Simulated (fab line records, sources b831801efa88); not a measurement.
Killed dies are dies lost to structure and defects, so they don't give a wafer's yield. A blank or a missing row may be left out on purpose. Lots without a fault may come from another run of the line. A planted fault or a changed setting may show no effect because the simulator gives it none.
One fault seen from 2 desks | flow sky130 | each desk has only its own numbers; what lay behind them comes last

THE TOOL OWNER'S DESK: pvd_sputter-01
The tool's own readings at SKY_METAL2_SPUTTER_04 (material TiN, target thk 70 nm, time 58.3 s): means of the sampled wafers that have a number, for each lot that ran on this tool. A lot is out of limits, marked OUT, if its mean lies more than 4 standard deviations from the usual mean; the brackets give that distance.
Columns: A = cathode_dc_power_W at SKY_METAL2_SPUTTER_04, usual 6500.1 W; B = throttle_valve_pct at SKY_METAL2_SPUTTER_04, usual 29.4 %
lot  | first seen here | A                        | B
L139 | day 36 22:37    | 7167.1 (+99 or more) OUT | 28.5
L148 | day 39 15:18    | 6500.2                   | 29.8
L151 | day 40 14:40    | 6498.9                   | 30.0
This desk's finding: out of limits on L139; first on L139, day 36 22:37 (cathode_dc_power_W at SKY_METAL2_SPUTTER_04). In limits: L148, L151.

THE METROLOGY DESK
What the gauges read, lot by lot, whatever tool the lot ran on: means of the sampled wafers that have a number. A lot is out of limits, marked OUT, if its mean lies more than 4 standard deviations from the usual mean; the brackets give that distance.
Columns: A = VIA1_W_RS at SKY_VIA1_RS_MEAS_22, usual 0.425 ohm/sq; B = VIA1_W_THK at SKY_VIA1_THK_MEAS_23, usual 268 nm; C = METAL2_ALCU_RS at SKY_METAL2_RS_MEAS_05, usual 0.1270 ohm/sq; D = METAL2_ALCU_THK at SKY_METAL2_THK_MEAS_06, usual 247.9 nm; E = cd_nm at SKY_METAL2_CD_MEAS_15, usual 140.1 nm; F = METAL2_OVL at SKY_METAL2_OVL_MEAS_16, usual 1 nm
lot  | first seen here | A     | B   | C      | D     | E     | F
L130 | day 33 22:43    | 0.420 | 269 | 0.1285 | 245.6 | 140.0 | 2
L138 | day 36 18:22    | 0.423 | 270 | 0.1277 | 248.4 | 139.9 | -1
L139 | day 36 22:04    | 0.429 | 265 | 0.1261 | 246.2 | 139.1 | -2
L148 | day 39 14:45    | 0.425 | 266 | 0.1268 | 248.9 | 140.4 | 7
L151 | day 40 14:05    | 0.427 | 267 | 0.1288 | 244.3 | 140.2 | -5
This desk's finding: nothing out of limits on any of the 5 lots.

PUT TOGETHER
The tool owner's desk could have raised an alarm at day 36 22:37, on L139.
The metrology desk saw nothing out of limits.
The metrology desk has L139 on record, within its limits.
Of the lots named, all ran SKY_METAL2_SPUTTER_04 on pvd_sputter-01.

WHAT THE SIMULATOR HAD PUT IN
Process parameter drift: pvd_sputter-01, from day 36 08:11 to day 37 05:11, at SKY_METAL2_SPUTTER_04. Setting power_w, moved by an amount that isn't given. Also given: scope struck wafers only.
Lots struck among those shown: L139.
Hours from the fault's start to each desk's first reading out of limits: the tool owner's desk, 14.
